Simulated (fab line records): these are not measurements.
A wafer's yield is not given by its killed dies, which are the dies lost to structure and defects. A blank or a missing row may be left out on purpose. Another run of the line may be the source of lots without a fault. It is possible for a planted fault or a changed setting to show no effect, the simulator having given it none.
Matching of chambers :: flow gf180mcu :: GF_V1_CMP_26 on cmp-02: 4 sister chambers
The step polishes, stops on SiO2, t overpolish 15 s, target thk 0 nm. 4 wafers are shown with their chamber, then 7 later ones without.

## WAFERS WITH THEIR CHAMBER
wafer: L478.5
chamber: 0
motor current A (A): 11.9

wafer: L479.5
chamber: 3
motor current A (A): 11.6

wafer: L481.1
chamber: 1
motor current A (A): 10.9

wafer: L481.2
chamber: 2
motor current A (A): 11.0

## WAFERS WHOSE CHAMBER IS MISSING
wafer: L481.3
motor current A (A): 11.7

wafer: L482.1
motor current A (A): 11.1

wafer: L482.3
motor current A (A): 11.6

wafer: L482.5
motor current A (A): 11.8

wafer: L485.2
motor current A (A): 11.8

wafer: L485.3
motor current A (A): 11.5

wafer: L485.5
motor current A (A): 11.0

## THE CHAMBER EACH PASSED THROUGH
wafer: L481.3
from the rows above: can't be placed: 3 or 0
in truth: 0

wafer: L482.1
from the rows above: can't be placed: 2 or 1
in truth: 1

wafer: L482.3
from the rows above: 3
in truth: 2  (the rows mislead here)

wafer: L482.5
from the rows above: can't be placed: 0 or 3
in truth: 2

wafer: L485.2
from the rows above: can't be placed: 0 or 3
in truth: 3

wafer: L485.3
from the rows above: 3
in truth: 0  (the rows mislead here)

wafer: L485.5
from the rows above: can't be placed: 2 or 1
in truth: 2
Correct placement for 0 of the 7. These rows do not allow placing 5 (true chamber among the candidates in 4). 2 placed wrongly.
How it was worked out, from the rows above alone: a wafer's distance from a chamber is the root of the sum, over the readings, of the square of ((its reading less the chamber's mean) divided by the reading's scatter). The wafer belongs to the nearest chamber; if the next one is less than 2 further off, it can't be placed. Each chamber's mean is taken over the wafers shown for it. The scatter: root of mean squared gap, hidden wafer to nearest shown wafer, with one shown wafer a chamber.
